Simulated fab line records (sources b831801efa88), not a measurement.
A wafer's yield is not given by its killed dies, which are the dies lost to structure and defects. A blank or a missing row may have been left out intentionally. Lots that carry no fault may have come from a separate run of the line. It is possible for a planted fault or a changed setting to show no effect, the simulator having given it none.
Chamber matching | flow gf180mcu | GF_V3_CMP_26 on cmp-02 has 4 sister chambers
The step polishes, stops on SiO2, t overpolish 15 s, target thk 0 nm. 8 wafers are shown with their chamber, then 11 later ones without.

== WAFERS WITH THEIR CHAMBER ==
wafer  | chamber | motor-current-A (A) | overpolish-run-s (s)
L074.4 | 0       | 11.5                | 15.018
L075.1 | 3       | 11.8                | 15.007
L077.3 | 0       | 11.9                | 15.011
L078.4 | 3       | 11.6                | 15.013
L085.1 | 1       | 9.1                 | 14.991
L085.3 | 2       | 11.6                | 15.001
L085.5 | 2       | 10.9                | 14.998
L089.3 | 1       | 9.4                 | 15.015

== WAFERS WITHOUT THEIR CHAMBER ==
wafer  | motor-current-A (A) | overpolish-run-s (s)
L089.4 | 12.1                | 14.987
L089.6 | 11.8                | 14.990
L093.1 | 12.0                | 14.996
L093.3 | 11.9                | 15.013
L093.5 | 12.0                | 15.002
L095.2 | 11.4                | 15.015
L095.3 | 11.9                | 15.013
L095.4 | 9.4                 | 14.995
L096.2 | 12.4                | 15.015
L096.4 | 11.7                | 14.993
L096.5 | 9.2                 | 14.998

== WHICH CHAMBER EACH ONE RAN IN ==
wafer  | from the rows above          | in truth
L089.4 | can't be placed: 3 or 2 or 0 | 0
L089.6 | can't be placed: 2 or 3 or 0 | 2
L093.1 | can't be placed: 3 or 0 or 2 | 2
L093.3 | can't be placed: 0 or 3 or 2 | 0
L093.5 | can't be placed: 3 or 0 or 2 | 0
L095.2 | can't be placed: 0 or 3 or 2 | 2
L095.3 | can't be placed: 0 or 3 or 2 | 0
L095.4 | 1                            | 1
L096.2 | can't be placed: 0 or 3 or 2 | 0
L096.4 | can't be placed: 2 or 3 or 0 | 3
L096.5 | 1                            | 1
Correct placement for 2 of the 11. From these rows, 9 cannot be placed; in 9 the true chamber is one of the candidates. Number placed wrongly: 0.
How it was worked out, from the rows above alone: a wafer's distance from a chamber is the root of the sum, over the readings, of the square of ((its reading less the chamber's mean) divided by the reading's scatter). The wafer belongs to the nearest chamber; if the next one is less than 2 further off, it can't be placed. The mean given for a chamber averages the wafers shown for that chamber. How the scatter is found: for the shown wafers, subtract from each reading the mean of its chamber, square and add these, divide the total by (wafers less chambers), then take the root.
